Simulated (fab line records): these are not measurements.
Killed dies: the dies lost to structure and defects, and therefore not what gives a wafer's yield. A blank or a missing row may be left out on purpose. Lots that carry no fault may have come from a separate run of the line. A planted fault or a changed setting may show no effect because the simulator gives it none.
A single fault, viewed from 2 desks ; flow sky130 ; each desk holds nothing but its own numbers, with what lay behind them at the end

== DESK OF THE TOOL OWNER: pvd sputter-03 ==
The tool's own readings at SKY_METAL4_SPUTTER_02 (material AlCu, target thk 735 nm, time 39.1 s): means of the sampled wafers that have a number, for each lot that ran on this tool. A lot is out of limits, marked OUT, if its mean lies more than 4 standard deviations from the usual mean; the brackets give that distance.
Columns: A = cathode dc power W at SKY_METAL4_SPUTTER_02, usual 10600 W; B = throttle valve pct at SKY_METAL4_SPUTTER_02, usual 30.7 %
lot;first seen here;A;B
L531;day 40 06:46;10600;31.5
L532;day 40 15:29;10602;31.3
L533;day 40 23:55;10602;31.6
L534;day 41 11:33;10599;30.7
L536;day 42 05:53;10600;30.9
L545;day 44 18:38;10599;31.2
L550;day 45 17:23;10598;31.2
This desk's verdict: no lot among the 7 shows anything out of limits.

== AT THE METROLOGY DESK ==
What the gauges read, lot by lot, whatever tool the lot ran on: means of the sampled wafers that have a number. A lot is out of limits, marked OUT, if its mean lies more than 4 standard deviations from the usual mean; the brackets give that distance.
Columns: A = LI_CONTACT_OVL at SKY_LI_CONTACT_OVL_MEAS_13, usual -4 nm
lot;first seen here;A
L531;day 29 17:49;-8
L532;day 30 05:07;-7
L533;day 30 11:29;-11
L534;day 31 03:58;-6
L536;day 32 00:13;3
L537;day 32 08:56;-2
L539;day 32 18:44;-1
L540;day 32 22:44;-5
L541;day 33 11:10;-5
L545;day 34 11:53;-6
L550;day 35 23:54;-0
This desk's verdict: no lot among the 11 shows anything out of limits.

== ALL TOGETHER ==
The tool owner's desk saw nothing out of limits.
Metrology desk: nothing out of limits seen.

== WHAT HAD BEEN PUT IN BY THE SIMULATOR ==
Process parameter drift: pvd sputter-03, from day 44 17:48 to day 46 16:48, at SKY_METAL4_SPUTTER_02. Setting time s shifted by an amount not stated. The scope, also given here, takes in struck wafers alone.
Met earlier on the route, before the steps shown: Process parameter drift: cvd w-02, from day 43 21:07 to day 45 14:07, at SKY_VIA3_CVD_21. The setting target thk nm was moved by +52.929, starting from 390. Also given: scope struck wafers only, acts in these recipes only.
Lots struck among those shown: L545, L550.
